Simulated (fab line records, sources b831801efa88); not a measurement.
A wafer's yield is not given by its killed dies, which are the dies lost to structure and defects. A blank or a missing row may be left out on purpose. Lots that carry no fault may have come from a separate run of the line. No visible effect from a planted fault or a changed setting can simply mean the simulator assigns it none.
Matching of chambers | flow gf180mcu | 4 sister chambers for GF_CONTACT_CMP_27 on cmp-02
The step polishes, stops on SiO2, t overpolish 15 s, target thk 0 nm. 20 wafers are shown with their chamber, then 10 later ones without.

## WAFERS, EACH WITH ITS CHAMBER
wafer  | chamber | motor-current-A (A) | time-to-endpoint-s (s)
L266.1 | 2       | 9.4                 | 68
L266.2 | 3       | 12.3                | 71
L266.3 | 0       | 8.6                 | 71
L268.2 | 0       | 9.0                 | 76
L268.3 | 1       | 13.9                | 78
L268.5 | 1       | 13.2                | 78
L270.1 | 2       | 9.8                 | 78
L270.2 | 3       | 12.6                | 77
L270.6 | 3       | 12.9                | 78
L273.1 | 0       | 9.1                 | 72
L273.3 | 3       | 13.1                | 74
L273.6 | 3       | 12.1                | 71
L276.4 | 2       | 9.9                 | 74
L276.5 | 2       | 9.5                 | 75
L276.6 | 3       | 11.6                | 79
L278.1 | 2       | 10.3                | 67
L278.3 | 1       | 12.7                | 61
L278.5 | 1       | 13.0                | 65
L281.3 | 1       | 13.2                | 71
L281.5 | 0       | 8.9                 | 70

SIGNATURES, as means of the wafers listed above
reading            | chamber 0 | chamber 1 | chamber 2 | chamber 3 | scatter within a chamber
motor-current-A    | 8.900     | 13.200    | 9.780     | 12.433    | 0.429
time-to-endpoint-s | 72.25     | 70.60     | 72.40     | 75.00     | 5.03
Rule: distance of a wafer from a chamber = root of the sum over the readings of ((wafer's reading minus chamber's mean) / reading's scatter) squared. If the next closest chamber is less than 2 further off than the closest, the wafer can't be placed; otherwise it belongs to the closest. The scatter is the square root of a quotient: the sum, over the shown wafers, of each reading's squared deviation from its chamber's mean, divided by wafers minus chambers.

## WAFERS WITH NO CHAMBER GIVEN
wafer  | motor-current-A (A) | time-to-endpoint-s (s)
L281.6 | 12.6                | 73
L284.1 | 9.8                 | 73
L284.3 | 9.3                 | 75
L284.5 | 8.6                 | 76
L285.2 | 9.7                 | 74
L285.4 | 11.6                | 78
L285.5 | 9.7                 | 80
L286.1 | 12.8                | 76
L286.3 | 9.5                 | 73
L286.5 | 11.5                | 80

## CHAMBER TAKEN BY EACH
wafer  | from the rows above          | in truth
L281.6 | can't be placed: 3 or 1      | 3
L284.1 | can't be placed: 2 or 0      | 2
L284.3 | can't be placed: 0 or 2      | 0
L284.5 | can't be placed: 0 or 2      | 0
L285.2 | can't be placed: 2 or 0      | 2
L285.4 | can't be placed: 3 or 1      | 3
L285.5 | can't be placed: 2 or 0      | 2
L286.1 | can't be placed: 3 or 1      | 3
L286.3 | can't be placed: 2 or 0      | 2
L286.5 | can't be placed: 3 or 2 or 1 | 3
Correct placement for 0 of the 10. Can't be placed from these rows: 10 (the true chamber is among the candidates in 10). Placed wrongly: 0.
